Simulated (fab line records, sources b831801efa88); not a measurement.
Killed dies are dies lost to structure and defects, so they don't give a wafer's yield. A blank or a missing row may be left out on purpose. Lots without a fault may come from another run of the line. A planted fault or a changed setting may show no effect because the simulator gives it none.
A struck lot beside a sound one | flow sky130 | 15 steps out of a route of 708
Sound: wafers L221.1, L221.2, L221.3. Struck: wafer L230.2. (L230.3 of the same lot was not struck and is left out.) The cause comes at the end.
At each step with rows: each side's tool, then ch and its chambers, then its first start. Under that, the readings that differ: sound wafers | struck wafers | difference of the means | sigmas: that difference in standard deviations of wafers without a fault.
alike: readings whose means differ by less than 2 such deviations, and words and numbers that are the same on both sides. not compared: withheld readings, readings that some wafer has no value for, bounds like >300 that may hide the same value, and numbers for which the record gives no deviation and whose values overlap.
The two part at a step that has a row with sigmas, a row that says differs or no value, or rows on one side only. Numbers that don't overlap but have no deviation are shown without sigmas and don't part them. A reading that every wafer of one side lacks parts them only if that side has two wafers or more.

first, 8 steps without rows for these wafers: SKY_POLY_GATE_DEHYDRATE_05 (time 60 s); SKY_POLY_GATE_HMDS_06 (prime time 60 s); SKY_POLY_GATE_COAT_07 (resist thk 110 nm); SKY_POLY_GATE_COAT_08 (resist thk 450 nm); SKY_POLY_GATE_SOFTBAKE_09 (time 90 s); SKY_POLY_GATE_EXPOSE_10 (exposes mask P1M, target cd 150 nm); SKY_POLY_GATE_PEB_11; SKY_POLY_GATE_DEVELOP_12 (develop time 60 s).
SKY_POLY_GATE_CD_MEAS_13: target cd 150 nm.
  sound on cd_sem-01, day 18 02:21; struck on cd_sem-01, day 21 12:32
  alike: cd_nm
SKY_POLY_GATE_OVL_MEAS_14:
  sound on overlay-01, day 18 02:28; struck on overlay-02, day 21 12:39
  reading            | sound    | struck | difference | sigmas
  POLY_GATE_OVL (nm) | -4 -6 -7 | 5      | +11        | +2
SKY_POLY_GATE_ETCH_15: etches BARC in N2/H2, stops on SiO2, time 118.5 s, target depth 110 nm.
  sound on rie_diel-02 ch 0,1,2, day 18 02:30; struck on rie_diel-04 ch 1, day 21 12:41
  alike: drypump_motor_current_A, oes_product_au, run_length_s, throttle_valve_pct
  not compared: rf_hours_counter_h
SKY_POLY_GATE_ETCH_16: etches Si3N4 in CH3F/O2, stops on poly-Si, time 147.5 s, target depth 75 nm.
  sound on rie_diel-02 ch 0,1,2, day 18 02:35; struck on rie_diel-04 ch 1, day 21 12:46
  reading             | sound             | struck | difference | sigmas
  O2_flow_sccm (sccm) | 30.11 30.11 30.10 | 29.87  | -0.24      | -3
  alike: drypump_motor_current_A, oes_product_au, run_length_s, throttle_valve_pct
  not compared: rf_hours_counter_h
SKY_POLY_GATE_ETCH_17: etches poly-Si in HBr/Cl2, stops on SiO2, target depth 180 nm, time 70.5 s.
  sound on rie_si-01 ch 0,1,3, day 18 02:41; struck on rie_si-01 ch 2, day 21 12:52
  reading                                          | sound             | struck | difference | sigmas
  oes_product_au (a.u.)                            | 0.990 0.994 0.991 | 0.961  | -0.031     | -5
  run_length_s (s)                                 | 98.3 100.0 98.7   | 102.0  | +3.0       | +8
  model.KrF-thick_of_POLY_GATE_COAT_08.thk_nm (nm) | 137.6 140.9 138.2 | 136.1  | -2.8       |
  model.SiO2_of_SONOS_ONO_CVD_04.thk_nm (nm)       | 4.272 4.203 4.241 | 3.964  | -0.275     |
  alike: drypump_motor_current_A, throttle_valve_pct
  not compared: rf_hours_counter_h
SKY_POLY_GATE_STRIP_18: strips in O2/N2.
  sound on plasma_asher-03 ch 0,1, day 18 02:44; struck on plasma_asher-03 ch 0, day 21 12:55
  alike: drypump_motor_current_A, oes_product_au, strip_time_to_endpoint_s
  not compared: rf_hours_counter_h
then, 1 step without rows for these wafers: SKY_PAD_OPEN_PROBE_99.

WHERE THEY PART
First at SKY_POLY_GATE_OVL_MEAS_14; last, within this record, at SKY_POLY_GATE_ETCH_17. Later steps at which nothing parts them and some readings are alike: SKY_POLY_GATE_STRIP_18.

WHY: what the simulator had put in
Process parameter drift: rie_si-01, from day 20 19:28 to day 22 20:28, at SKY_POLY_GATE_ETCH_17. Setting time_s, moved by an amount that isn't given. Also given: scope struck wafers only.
